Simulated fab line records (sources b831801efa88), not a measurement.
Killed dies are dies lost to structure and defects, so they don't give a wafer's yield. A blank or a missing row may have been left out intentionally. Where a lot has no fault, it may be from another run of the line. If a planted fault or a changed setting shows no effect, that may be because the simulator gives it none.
fab line records	flow sky130
record: lots: 7	wafers: 21	last_day: 50
route steps=708 shown POLY_GATE@222 PAD_OPEN@708
lots that met no fault: taken from a fault-free run of the same line
start_h: hours from the record's opening day to when the first of the lot's shown wafers began	wait_h: hours from the lot's prior step to this one	" unchanged from the row above	L1.1+2: a row that stands for several wafers	- no value, or no start given	* or withheld: withheld	< > ~ a bound
route shown NAME@n: NAME is a module with steps in the file, n the number in the route of the first one	usual: mean/standard deviation taken from wafers without a fault	same: alike in all rows	chamber/n: place in a boat	sites: each site's reading	_std_site: their standard deviation	_edge_site: mean of outer sites minus mean of inner sites	radius_mm: for every site, how far away it sits from the centre of the wafer	mask NAME#n: copy n	behind: tool/chamber where the wafer was last shaped	hold: cause of the lot's hold/its duration in hours/its outcome	device: names the non-switching transistor (n, p or np)	end of line: the tests these same wafers got at the end of their route	step lacking rows: just its recipe	killed: dies lost to structure and defects at the first sort, not the wafer's yield	map: shows each die of a wafer: x if killed, . if not, _ if none is there
set.NAME: the setting that was run; set.NAME@STEP: the one run at that earlier step	model.NAME: the simulator's own value behind a step, which no gauge read
lots seen at some steps along the route; tables by step, rows by wafer
services: the hour from which a tool's chamber was out of use, counted from the record's first day as start_h (under 0 if before that day), plus the number of hours and why
== steps ==
step: SKY_POLY_GATE_COAT_08
recipe: resist: KrF-thick	spin_rpm: 3000	resist_thk_nm: 450
step: SKY_POLY_GATE_SOFTBAKE_09
recipe: temp_c: 100	time_s: 90	resist: KrF-thick
step: SKY_POLY_GATE_EXPOSE_10
recipe: mask_id: P1M	na: 0.68	source_shape: conventional	sigma_outer: 0.6	target_cd_nm: 150	dose_mj: 28
step: SKY_POLY_GATE_PEB_11
recipe: peb_temp_c: withheld	peb_time_s: withheld	resist: KrF-thick
step: SKY_POLY_GATE_DEVELOP_12
recipe: develop_time_s: 60	resist: KrF-thick	dev_temp_c: 21
step: SKY_POLY_GATE_CD_MEAS_13
recipe: target_cd_nm: 150
usual: cd_nm: 149.8/1.4
lot.wafer	tool	chamber	start_h	wait_h	cd_nm
L736.1	cd_sem-01	-	409.43	-	149.4
L736.5	"	-	"	"	149.8
L736.6	"	-	"	"	149.9
L740.2	cd_sem-01	-	432.95	-	149.9
L740.5	"	-	"	"	149.6
L740.6	"	-	"	"	149.8
L747.1	cd_sem-01	-	498.86	-	151.3
L747.4	"	-	"	"	151.8
L747.5	"	-	"	"	151.2
L748.3	cd_sem-02	-	506.27	-	147.3
L748.4	"	-	"	"	148.4
L748.6	"	-	"	"	147.3
L749.2	cd_sem-02	-	517.20	-	149.7
L749.4	"	-	"	"	148.6
L749.5	"	-	"	"	147.8
L750.1	cd_sem-01	-	522.38	-	148.3
L750.4	"	-	"	"	149.4
L750.5	"	-	"	"	149.6
L755.1	cd_sem-01	-	562.48	-	150.9
L755.2	"	-	"	"	149.5
L755.6	"	-	"	"	150.5
step: SKY_POLY_GATE_OVL_MEAS_14
usual: POLY_GATE_OVL: -2/4.7
lot.wafer	tool	chamber	start_h	wait_h	POLY_GATE_OVL[nm]
L736.1	overlay-02	-	409.55	0.1	2
L736.5	"	-	"	"	4
L736.6	"	-	"	"	-4
L740.2	overlay-02	-	433.06	0.1	-8
L740.5	"	-	"	"	-7
L740.6	"	-	"	"	-9
L747.1	overlay-01	-	498.98	0.1	6
L747.4	"	-	"	"	6
L747.5	"	-	"	"	-4
L748.3	overlay-02	-	506.36	0.1	3
L748.4	"	-	"	"	-1
L748.6	"	-	"	"	8
L749.2	overlay-01	-	517.31	0.1	-7
L749.4	"	-	"	"	-3
L749.5	"	-	"	"	-4
L750.1	overlay-01	-	522.50	0.1	4
L750.4	"	-	"	"	0
L750.5	"	-	"	"	3
L755.1	overlay-01	-	562.60	0.1	-9
L755.2	"	-	"	"	-2
L755.6	"	-	"	"	-1
step: SKY_POLY_GATE_ETCH_15
recipe: chemistry: N2/H2	target: BARC	ion_energy_ev: 200	source_w: 500	bias_w: 100	pressure_mtorr: 30	n2_flow_sccm: 100	h2_flow_sccm: 200	stop_on: SiO2	time_s: 118.5	target_depth_a: 1100
usual: bias_w: 100.0/0.32	drypump_motor_current_A: 5.96/0.27	n2_flow_sccm: 100.01/0.29	oes_product_au: 0.717/0.0044	throttle_valve_pct: 13.214/0.0085
lot.wafer	tool	chamber	start_h	wait_h	bias_w	drypump_motor_current_A	n2_flow_sccm	oes_product_au	rf_hours_counter_h	throttle_valve_pct
L736.1	rie_diel-03	3	409.59	0.0	100.1	5.90	100.23	0.720	4	13.227
L736.5	"	3	"	"	99.8	5.91	99.85	0.715	-	13.214
L736.6	"	2	"	"	100.0	5.95	99.98	0.713	-	13.211
L740.2	rie_diel-01	3	433.09	0.0	99.9	5.85	99.89	0.722	31	13.213
L740.5	"	0	"	"	99.6	6.01	99.78	0.720	-	13.228
L740.6	"	1	"	"	99.5	5.98	100.15	0.729	-	13.235
L747.1	rie_diel-02	1	499.02	0.0	100.1	6.32	99.95	0.726	39	13.216
L747.4	"	2	"	"	100.4	6.48	100.43	0.719	13	13.216
L747.5	"	3	"	"	100.3	5.92	99.92	0.716	-	13.214
L748.3	rie_diel-01	2	506.39	0.0	99.8	5.61	100.26	0.716	24	13.226
L748.4	"	3	"	"	99.9	5.85	100.09	0.716	33	13.211
L748.6	"	3	"	"	100.0	5.87	100.51	0.717	-	13.212
L749.2	rie_diel-03	0	517.34	0.0	100.4	5.67	99.99	0.716	10	13.204
L749.4	"	3	"	"	100.2	5.93	100.00	0.717	6	13.219
L749.5	"	2	"	"	99.8	5.96	99.93	0.714	-	13.208
L750.1	rie_diel-03	1	522.54	0.0	100.0	6.25	99.91	0.721	10	13.215
L750.4	"	2	"	"	99.7	5.93	100.19	0.713	13	13.195
L750.5	"	2	"	"	99.7	5.92	100.23	0.715	-	13.200
L755.1	rie_diel-02	2	562.64	0.0	99.6	6.53	99.72	0.717	14	13.212
L755.2	"	0	"	"	100.6	5.26	99.96	0.723	8	13.216
L755.6	"	3	"	"	99.8	5.94	100.54	0.724	-	13.210
step: SKY_POLY_GATE_ETCH_16
recipe: stop_on: poly-Si	chemistry: CH3F/O2	target: Si3N4	source_w: 400	bias_w: 80	pressure_mtorr: 25	ch3f_flow_sccm: 40	O2_flow_sccm: 30	time_s: 147.5	target_depth_a: 750
usual: bias_w: 80.02/0.22	drypump_motor_current_A: 5.95/0.27	oes_product_au: 0.640/0.0053	throttle_valve_pct: 10.534/0.0091
lot.wafer	tool	chamber	start_h	wait_h	bias_w	drypump_motor_current_A	oes_product_au	rf_hours_counter_h	throttle_valve_pct
L736.1	rie_diel-03	3	409.67	0.0	80.35	5.93	0.643	4	10.539
L736.5	"	3	"	"	80.07	5.90	0.638	-	10.532
L736.6	"	2	"	"	80.08	5.95	0.643	-	10.538
L740.2	rie_diel-01	3	433.17	0.0	80.20	5.84	0.634	31	10.534
L740.5	"	0	"	"	80.04	5.96	0.631	-	10.526
L740.6	"	1	"	"	80.24	5.97	0.627	-	10.534
L747.1	rie_diel-02	1	499.10	0.0	80.09	6.37	0.636	39	10.531
L747.4	"	2	"	"	79.98	6.47	0.630	13	10.535
L747.5	"	3	"	"	79.92	5.94	0.634	-	10.528
L748.3	rie_diel-01	1	506.47	0.0	79.92	5.96	0.630	14	10.540
L748.4	"	2	"	"	80.09	5.59	0.637	24	10.534
L748.6	"	1	"	"	79.57	5.97	0.638	-	10.526
L749.2	rie_diel-03	0	517.42	0.0	80.05	5.70	0.637	10	10.530
L749.4	"	3	"	"	79.96	5.90	0.636	6	10.548
L749.5	"	2	"	"	80.08	5.93	0.644	-	10.533
L750.1	rie_diel-03	1	522.62	0.0	80.22	6.25	0.642	11	10.545
L750.4	"	2	"	"	80.16	5.93	0.651	13	10.544
L750.5	"	2	"	"	80.00	5.92	0.647	-	10.528
L755.1	rie_diel-02	2	562.72	0.0	79.85	6.48	0.646	14	10.546
L755.2	"	0	"	"	79.76	5.26	0.637	8	10.516
L755.6	"	3	"	"	80.44	5.93	0.641	-	10.521
step: SKY_POLY_GATE_ETCH_17
recipe: target_depth_nm: 180	stop_on: SiO2	over_etch_frac: 0.56667	chemistry: HBr/Cl2	target: poly-Si	icp_w: 400	bias_w: 100	pressure_mtorr: 10	HBr_flow_sccm: 150	Cl2_flow_sccm: 50	time_s: 70.5
usual: bias_w: 99.97/0.27	drypump_motor_current_A: 5.6/0.39	oes_product_au: 0.984/0.01	throttle_valve_pct: 33.685/0.0092
lot.wafer	tool	chamber	start_h	wait_h	bias_w	drypump_motor_current_A	oes_product_au	rf_hours_counter_h	throttle_valve_pct
L736.1	rie_si-01	0	409.77	0.0	100.18	6.7	0.995	1	33.687
L736.5	"	3	"	"	100.15	5.9	1.004	-	33.693
L736.6	"	0	"	"	99.85	6.7	1.009	-	33.682
L740.2	rie_si-02	2	433.27	0.0	99.79	5.4	0.988	23	33.671
L740.5	"	1	"	"	99.41	5.4	0.971	-	33.670
L740.6	"	0	"	"	100.04	5.4	0.962	-	33.664
L747.1	rie_si-01	0	499.20	0.0	100.00	6.7	0.987	2	33.686
L747.4	"	1	"	"	100.11	5.3	0.990	13	33.671
L747.5	"	3	"	"	100.22	5.8	0.997	-	33.678
L748.3	rie_si-02	2	506.57	0.0	99.95	5.4	0.984	24	33.697
L748.4	"	1	"	"	100.06	5.4	0.967	1	33.689
L748.6	"	1	"	"	99.70	5.4	0.975	-	33.688
L749.2	rie_si-01	3	517.52	0.0	100.29	5.8	0.989	4	33.691
L749.4	"	2	"	"	99.73	5.6	0.972	3	33.692
L749.5	"	2	"	"	99.53	5.6	0.978	-	33.675
L750.1	rie_si-02	3	522.72	0.0	99.94	5.5	0.984	1	33.674
L750.4	"	3	"	"	99.81	5.5	0.989	-	33.680
L750.5	"	2	"	"	100.66	5.4	0.981	-	33.685
L755.1	rie_si-01	0	562.82	0.0	100.00	6.7	0.992	2	33.683
L755.2	"	2	"	"	100.01	5.6	0.971	3	33.684
L755.6	"	1	"	"	100.15	5.2	0.985	-	33.686
step: SKY_POLY_GATE_STRIP_18
recipe: chemistry: O2/N2	power_w: 1400	pressure_mtorr: 1500	platen_temp_c: withheld	o2_flow_sccm: 3000	n2_flow_sccm: 300	overash_fraction: 0.5
usual: drypump_motor_current_A: 5.8/0.56	n2_flow_sccm: 300.0/0.84	oes_product_au: 0.360/0.0047	strip_time_to_endpoint_s: 3.17/0.043
lot.wafer	tool	chamber	start_h	wait_h	drypump_motor_current_A	n2_flow_sccm	oes_product_au	rf_hours_counter_h	strip_time_to_endpoint_s
L736.1	plasma_asher-02	0	409.82	0.0	5.7	301.5	0.355	68	3.19
L736.5	"	1	"	"	5.4	299.9	0.359	-	3.21
L736.6	"	0	"	"	5.7	300.2	0.359	-	3.21
L740.2	plasma_asher-01	0	433.32	0.0	5.2	299.9	0.357	0	3.19
L740.5	"	1	"	"	5.3	298.7	0.352	-	3.20
L740.6	"	0	"	"	5.2	299.4	0.368	-	3.21
L747.1	plasma_asher-03	1	499.26	0.0	6.7	300.2	0.360	43	3.15
L747.4	"	0	"	"	5.9	299.4	0.358	-	3.19
L747.5	"	0	"	"	5.9	298.4	0.359	-	3.10
L748.3	plasma_asher-03	1	506.66	0.1	6.7	299.4	0.344	-	3.12
L748.4	"	0	"	"	5.9	299.8	0.359	-	3.16
L748.6	"	0	"	"	5.8	299.8	0.363	-	3.17
L749.2	plasma_asher-03	1	517.57	0.0	6.8	299.6	0.361	45	3.25
L749.4	"	1	"	"	6.7	299.9	0.361	-	3.19
L749.5	"	0	"	"	5.9	300.4	0.361	-	3.23
L750.1	plasma_asher-01	1	522.77	0.0	5.3	301.4	0.362	7	3.13
L750.4	"	0	"	"	5.2	300.2	0.357	-	3.16
L750.5	"	0	"	"	5.2	300.2	0.363	-	3.16
L755.1	plasma_asher-01	1	562.87	0.0	5.3	299.1	0.361	11	3.21
L755.2	"	0	"	"	5.3	299.8	0.355	11	3.19
L755.6	"	1	"	"	5.3	300.1	0.359	-	3.17
step: SKY_POLY_GATE_CLEAN_19
recipe: chemistry: SC1/SC2	mix: 1:4:20	temp_c: 70	time_s: 150	dry: n2_spin
step: SKY_POLY_GATE_OXIDATION_20
recipe: temp_c: 850	ambient: O2	stabilise_s: 600	purge_s: 300	target_thk_a: 40	ox_time_s: 899
usual: spike_tc_bottom_C: 866.3/2.8	spike_tc_centre_C: 850.3/1.2	spike_tc_lower_C: 849.9/1.1	spike_tc_top_C: 861.6/1	spike_tc_upper_C: 849.6/1.3	tube_center_temp_C: 850/0.08	tube_center_temp_C_max: 852.1/0.35
lot.wafer	tool	chamber	start_h	wait_h	spike_tc_bottom_C	spike_tc_centre_C	spike_tc_lower_C	spike_tc_top_C	spike_tc_upper_C	tube_center_temp_C	tube_center_temp_C_max	model.SiO2_of_POLY_GATE_OXIDATION_20.thk_nm
L736.1	furnace-01	0	409.97	0.0	869.3	849.0	849.6	863.6	848.6	850.05	852.3	4.056
L736.5	"	0	"	"	869.6	850.7	847.4	862.4	848.9	849.93	852.4	4.023
L736.6	"	0	"	"	870.2	848.8	849.7	860.8	849.4	849.97	851.8	4.046
L740.2	furnace-02	0	436.75	3.3	864.1	852.2	851.3	860.6	849.1	849.98	851.9	4.082
L740.5	"	0	"	"	863.7	850.8	849.9	862.9	850.2	849.94	851.8	3.98
L740.6	"	0	"	"	862.2	849.1	850.9	862.4	850.2	850.19	852.1	4.042
L747.1	furnace-02	0	499.41	0.0	874.7	861.9	862.4	871.4	862.3	861.17	863.3	4.812
L747.4	"	0	"	"	875.6	861.7	861.9	872.0	862.3	861.19	863.4	4.794
L747.5	"	0	"	"	875.6	863.8	859.1	871.7	862.0	861.18	864.8	4.775
L748.3	furnace-02	0	506.77	0.0	874.6	862.9	863.1	873.7	861.5	861.06	863.6	4.836
L748.4	"	0	"	"	876.2	862.7	861.7	872.7	860.4	861.08	863.9	4.901
L748.6	"	0	"	"	877.5	858.2	861.8	872.6	861.9	861.09	863.7	4.829
L749.2	furnace-01	0	517.72	0.0	869.8	849.5	850.1	862.8	849.6	849.88	852.2	4.08
L749.4	"	0	"	"	869.7	850.0	850.1	861.8	849.0	850.04	852.3	4.046
L749.5	"	0	"	"	870.1	849.9	847.9	861.0	847.3	850.09	852.1	4.039
L750.1	furnace-02	0	522.93	0.0	877.2	861.8	860.1	874.6	861.1	861.12	863.3	4.749
L750.4	"	0	"	"	875.3	863.2	861.0	870.4	861.2	861.12	863.0	4.76
L750.5	"	0	"	"	876.2	863.3	861.2	872.0	862.0	861.12	862.9	4.688
L755.1	furnace-01	0	564.13	1.1	868.7	850.8	848.8	861.5	848.0	850	853.2	3.898
L755.2	"	0	"	"	870.5	851.1	850.2	862.3	850.1	849.88	852.1	3.877
L755.6	"	0	"	"	869.8	849.0	849.1	861.3	848.4	850.02	852.0	3.837
step: SKY_POLY_GATE_THK_MEAS_21
recipe: reads: SiO2_of_POLY_GATE_OXIDATION_20
usual: POLY_GATE_OXIDATION_THK: 4.01/0.094
lot.wafer	tool	chamber	start_h	wait_h	POLY_GATE_OXIDATION_THK[nm]
L736.1	film_metro-01	-	411.22	0.0	4.08
L736.5	"	-	"	"	4.02
L736.6	"	-	"	"	4.02
L740.2	film_metro-03	-	438.01	0.0	4.10
L740.5	"	-	"	"	3.98
L740.6	"	-	"	"	4.02
L747.1	film_metro-01	-	500.66	0.0	4.81
L747.4	"	-	"	"	4.74
L747.5	"	-	"	"	4.76
L748.3	film_metro-01	-	508.04	0.0	4.81
L748.4	"	-	"	"	4.86
L748.6	"	-	"	"	4.88
L749.2	film_metro-01	-	518.98	0.0	4.11
L749.4	"	-	"	"	4.06
L749.5	"	-	"	"	4.05
L750.1	film_metro-01	-	524.18	0.0	4.76
L750.4	"	-	"	"	4.73
L750.5	"	-	"	"	4.67
L755.1	film_metro-02	-	565.38	0.0	3.90
L755.2	"	-	"	"	3.85
L755.6	"	-	"	"	3.84
step: SKY_POLY_GATE_CD_MEAS_22
usual: cd_nm: 148.5/3
lot.wafer	tool	chamber	start_h	wait_h	cd_nm
L736.1	cd_sem-01	-	411.28	0.1	147.9
L736.5	"	-	"	"	149.0
L736.6	"	-	"	"	147.9
L740.2	cd_sem-02	-	438.09	0.1	142.8
L740.5	"	-	"	"	146.5
L740.6	"	-	"	"	148.3
L747.1	cd_sem-01	-	500.72	0.1	153.5
L747.4	"	-	"	"	149.1
L747.5	"	-	"	"	151.3
L748.3	cd_sem-02	-	508.14	0.1	147.0
L748.4	"	-	"	"	146.6
L748.6	"	-	"	"	145.9
L749.2	cd_sem-01	-	519.06	0.1	148.5
L749.4	"	-	"	"	145.7
L749.5	"	-	"	"	145.5
L750.1	cd_sem-01	-	524.24	0.1	150.8
L750.4	"	-	"	"	145.2
L750.5	"	-	"	"	146.9
L755.1	cd_sem-01	-	565.44	0.1	147.5
L755.2	"	-	"	"	152.7
L755.6	"	-	"	"	146.8
step: SKY_PAD_OPEN_PROBE_99
usual: killed_at_M0_to_M3: 45/7.2	killed_at_M4_up: 3.0/1.8	killed_at_contacts: 25/6.1	killed_at_front_end: 14/4.4	killed_at_other: 0.2/0.44	killed_dies: 88/10	killed_on_rim: 17/3.5	killed_open: 48/7.4	killed_short: 40/6.3
same: gross_dies: 492	killed_at_back_side: 0
lot.wafer	tool	chamber	start_h	wait_h	killed_at_M0_to_M3	killed_at_M4_up	killed_at_contacts	killed_at_front_end	killed_at_other	killed_dies	killed_on_rim	killed_open	killed_short	model.etest.tip_sonos.rs_ohm_sq	model.etest.tip_p.rs_ohm_sq	model.etest.tip_n.rs_ohm_sq
L736.1	prober-01	-	1105.10	0.1	40	5	30	19	0	94	19	46	48	2634	6846	442.4
L736.5	prober-01	-	1105.30	0.2	46	4	14	11	1	76	14	38	38	2585	6854	448.9
L736.6	prober-01	-	1105.35	0.2	41	3	25	14	0	83	17	44	39	2600	6855	442.4
L740.2	prober-01	-	1122.69	0.1	31	4	20	15	0	70	11	36	34	2618	6826	443.7
L740.5	prober-01	-	1122.84	0.2	57	0	21	15	0	93	23	46	47	2649	6858	444.9
L740.6	prober-01	-	1122.89	0.2	51	7	20	24	1	103	14	58	45	2672	6853	440.6
L747.1	prober-02	-	1160.90	0.1	50	3	29	6	0	88	16	45	43	2779	7069	454.2
L747.4	prober-02	-	1161.05	0.2	46	1	22	14	0	83	12	43	40	2752	7080	454.3
L747.5	prober-02	-	1161.10	0.2	53	1	43	14	1	112	18	68	44	2751	7057	454.5
L748.3	prober-01	-	1167.50	0.2	40	1	29	14	0	84	18	45	39	2741	6851	457.6
L748.4	prober-01	-	1167.55	0.2	42	3	27	15	0	87	10	50	37	2831	6897	458.5
L748.6	prober-01	-	1167.65	0.2	51	0	20	13	0	84	15	45	39	2813	6960	457
L749.2	prober-01	-	1171.70	0.1	51	6	25	14	0	96	21	53	43	2667	6838	440.5
L749.4	prober-01	-	1171.80	0.2	43	2	24	11	0	80	18	48	32	2754	6898	440.4
L749.5	prober-01	-	1171.85	0.2	57	0	22	17	0	96	17	56	40	2724	6859	444.1
L750.1	prober-02	-	1176.93	0.1	40	3	20	24	1	88	10	51	37	2744	6901	447.9
L750.4	prober-02	-	1177.08	0.2	40	4	22	9	1	76	11	44	32	2785	6873	449.2
L750.5	prober-02	-	1177.13	0.2	42	4	11	14	0	71	20	35	36	2721	6862	446.2
L755.1	prober-01	-	1197.56	0.1	46	2	35	13	0	96	19	51	45	2755	6816	438.5
L755.2	prober-01	-	1197.61	0.1	42	2	22	19	0	85	15	48	37	2776	6811	443.2
L755.6	prober-01	-	1197.81	0.2	45	1	36	15	0	97	18	49	48	2739	6800	441.5
killed by level:class
L736.1 CONTACT:geometric_particle:open=10 POLY_GATE:geometric_particle:short=9 LI_CONTACT:geometric_particle:open=9 METAL2:geometric_particle:short=7 VIA3:geometric_particle:open=6 LI_CONTACT:geometric_particle:short=6 VIA2:geometric_particle:open=6 VIA1:geometric_particle:short=5
L736.5 VIA2:geometric_particle:open=9 VIA1:geometric_particle:open=8 VIA1:geometric_particle:short=6 LI_CONTACT:geometric_particle:open=5 VIA3:geometric_particle:open=5 CONTACT:geometric_particle:open=4 METAL2:geometric_particle:short=4 VIA2:geometric_particle:short=4
L736.6 CONTACT:geometric_particle:open=9 LI_CONTACT:geometric_particle:open=8 VIA3:geometric_particle:open=7 POLY_GATE:geometric_particle:short=6 VIA1:geometric_particle:open=6 VIA1:geometric_particle:short=5 CONTACT:geometric_particle:short=5 VIA2:geometric_particle:open=5
L740.2 VIA1:geometric_particle:open=9 FIELD_ISO:geometric_particle:short=6 CONTACT:geometric_particle:short=6 CONTACT:geometric_particle:open=6 POLY_GATE:geometric_particle:short=4 LI_CONTACT:geometric_particle:open=4 METAL2:geometric_particle:short=4 VIA2:geometric_particle:open=3
L740.5 VIA3:geometric_particle:open=12 LI_CONTACT:geometric_particle:open=9 VIA1:geometric_particle:open=9 METAL2:geometric_particle:short=8 VIA2:geometric_particle:open=7 METAL1:geometric_particle:short=7 VIA1:geometric_particle:short=6 CONTACT:geometric_particle:short=5
L740.6 VIA1:geometric_particle:open=17 VIA3:geometric_particle:open=10 METAL1:geometric_particle:short=6 POLY_GATE:geometric_particle:short=6 FIELD_ISO:geometric_particle:short=5 LI_CONTACT:geometric_particle:open=5 VIA1:geometric_particle:short=4 LOCAL_INTERCONNECT:geometric_particle:short=4
L747.1 VIA1:geometric_particle:open=15 METAL1:geometric_particle:short=13 LI_CONTACT:geometric_particle:open=10 CONTACT:geometric_particle:open=9 CONTACT:geometric_particle:short=7 VIA1:geometric_particle:short=5 VIA2:geometric_particle:short=4 VIA3:geometric_particle:short=4
L747.4 VIA1:geometric_particle:open=16 VIA1:geometric_particle:short=6 VIA3:geometric_particle:open=6 LI_CONTACT:geometric_particle:short=5 LI_CONTACT:geometric_particle:open=5 LOCAL_INTERCONNECT:geometric_particle:short=5 CONTACT:geometric_particle:short=5 POLY_GATE:geometric_particle:open=4
L747.5 CONTACT:geometric_particle:open=21 VIA3:geometric_particle:open=13 METAL1:geometric_particle:short=9 CONTACT:geometric_particle:short=9 VIA1:geometric_particle:open=8 LI_CONTACT:geometric_particle:open=6 VIA2:geometric_particle:open=5 FIELD_ISO:geometric_particle:short=4
L748.3 CONTACT:geometric_particle:open=12 METAL1:geometric_particle:short=8 VIA1:geometric_particle:open=8 LI_CONTACT:geometric_particle:open=6 VIA2:geometric_particle:open=6 CONTACT:geometric_particle:short=5 METAL2:geometric_particle:short=5 POLY_GATE:geometric_particle:short=4
L748.4 VIA1:geometric_particle:open=15 CONTACT:geometric_particle:open=10 VIA1:geometric_particle:short=7 CONTACT:geometric_particle:short=6 FIELD_ISO:geometric_particle:open=5 METAL1:geometric_particle:short=5 POLY_GATE:geometric_particle:short=4 LI_CONTACT:geometric_particle:open=4
L748.6 VIA1:geometric_particle:open=13 METAL1:geometric_particle:short=10 VIA3:geometric_particle:open=9 CONTACT:geometric_particle:short=6 VIA1:geometric_particle:short=6 FIELD_ISO:geometric_particle:short=5 POLY_GATE:geometric_particle:open=4 LOCAL_INTERCONNECT:geometric_particle:open=4
L749.2 VIA1:geometric_particle:open=12 CONTACT:geometric_particle:open=10 VIA1:geometric_particle:short=6 LOCAL_INTERCONNECT:geometric_particle:short=5 VIA2:geometric_particle:open=5 METAL1:geometric_particle:open=5 METAL2:geometric_particle:short=5 METAL3:geometric_particle:short=5
L749.4 VIA1:geometric_particle:open=11 CONTACT:geometric_particle:open=9 METAL2:geometric_particle:short=8 POLY_GATE:geometric_particle:open=5 CONTACT:geometric_particle:short=5 LI_CONTACT:geometric_particle:open=5 VIA2:geometric_particle:open=5 FIELD_ISO:geometric_particle:open=4
L749.5 VIA1:geometric_particle:open=12 CONTACT:geometric_particle:short=8 CONTACT:geometric_particle:open=7 VIA3:geometric_particle:open=7 VIA2:geometric_particle:open=7 VIA1:geometric_particle:short=6 VIA2:geometric_particle:short=6 FIELD_ISO:geometric_particle:open=5
L750.1 VIA1:geometric_particle:open=13 CONTACT:geometric_particle:open=8 FIELD_ISO:geometric_particle:open=6 LI_CONTACT:geometric_particle:open=6 VIA2:geometric_particle:open=6 FIELD_ISO:geometric_particle:short=5 METAL1:geometric_particle:short=4 VIA1:geometric_particle:short=4
L750.4 VIA1:geometric_particle:open=12 CONTACT:geometric_particle:open=9 VIA3:geometric_particle:open=8 METAL2:geometric_particle:short=6 LI_CONTACT:geometric_particle:open=5 VIA2:geometric_particle:open=5 FIELD_ISO:geometric_particle:short=4 LOCAL_INTERCONNECT:geometric_particle:short=4
L750.5 METAL1:geometric_particle:short=6 VIA1:geometric_particle:open=6 VIA3:geometric_particle:open=6 FIELD_ISO:geometric_particle:open=5 VIA2:geometric_particle:open=5 VIA2:geometric_particle:short=4 METAL2:geometric_particle:short=4 LI_CONTACT:geometric_particle:open=3
L755.1 CONTACT:geometric_particle:open=12 METAL2:geometric_particle:short=9 VIA2:geometric_particle:open=8 CONTACT:geometric_particle:short=7 VIA1:geometric_particle:open=7 VIA3:geometric_particle:open=7 LI_CONTACT:geometric_particle:open=6 LOCAL_INTERCONNECT:geometric_particle:short=6
L755.2 VIA1:geometric_particle:open=13 VIA3:geometric_particle:open=8 LI_CONTACT:geometric_particle:open=7 POLY_GATE:geometric_particle:short=6 POLY_GATE:geometric_particle:open=6 CONTACT:geometric_particle:short=6 FIELD_ISO:geometric_particle:open=4 VIA2:geometric_particle:open=4
L755.6 CONTACT:geometric_particle:open=13 VIA1:geometric_particle:open=11 LOCAL_INTERCONNECT:geometric_particle:short=10 FIELD_ISO:geometric_particle:short=8 CONTACT:geometric_particle:short=6 VIA1:geometric_particle:short=6 VIA2:geometric_particle:open=6 VIA3:geometric_particle:short=5
== services ==
tool	chamber	start_h	hours	kind
plasma_asher-01	-	396.84	1.6	repair
rie_si-02	0	402.86	11.5	repair
rie_diel-02	3	402.88	-	clean
rie_diel-02	3	402.88	19.7	scheduled_down
rie_diel-02	3	402.88	19.7	vent_cycle
rie_si-02	2	414.79	1.2	repair
rie_si-02	-	414.93	14.6	pm
rie_diel-02	-	419.14	0.1	repair
furnace-02	-	419.23	3.5	pm
plasma_asher-01	-	421.25	9.0	pm
plasma_asher-01	-	422.78	0.4	repair
rie_diel-03	2	441.82	3.5	repair
rie_si-02	-	445.91	0.3	repair
plasma_asher-03	-	448.48	2.4	repair
plasma_asher-01	-	453.05	14.6	pm
rie_diel-02	2	455.11	24.4	repair
plasma_asher-01	-	487.41	1.4	repair
rie_diel-03	3	491.41	10.4	repair
rie_si-02	0	518.39	7.7	repair
furnace-02	-	525.37	4.1	pm
furnace-01	-	548.85	3.2	pm
plasma_asher-01	-	549.55	1.8	repair
rie_si-02	3	552.29	37.5	repair
rie_diel-03	-	555.09	0.5	repair
== key ==
first_sign: step: SKY_POLY_GATE_OXIDATION_20	reading: tube_center_temp_C	direction: up	sigmas: 99+	usual: *	struck: *
effect: step: SKY_POLY_GATE_OXIDATION_20	reading: tube_center_temp_C_max	direction: up	sigmas: 33	usual: *	struck: *
effect: step: SKY_POLY_GATE_THK_MEAS_21	reading: POLY_GATE_OXIDATION_THK	direction: up	sigmas: 8.2	usual: 4.01	struck: 4.78
model_effect: step: SKY_POLY_GATE_OXIDATION_20	value: SiO2_of_POLY_GATE_OXIDATION_20.thk_nm	without: 4.195	struck: 4.794
model_effect: step: SKY_PAD_OPEN_PROBE_99	value: etest.tip_sonos.rs_ohm_sq	without: 2667	struck: 2769
met_at SKY_POLY_GATE_OXIDATION_20
struck_wafers L747.1,L747.4,L747.5,L748.3,L748.4,L748.6,L750.1,L750.4,L750.5
tester_left_out L747,L748,L750
onset_between 436.75 499.41
fault: kind: process_parameter_drift	tool: furnace-02	chamber: -	onset_h: 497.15	steps: SKY_POLY_GATE_OXIDATION_20	channel: temp_c	offset: *	shape: step	end_h: 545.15	acts_in: *	stated: *
tester_left_out: of these lots the tester's yield and bins aren't shown, on N5 and GAA mostly nor the transistor test; their killed dies are dies lost to structure and defects alone, not to doping, threshold or leakage, so they don't give the yield
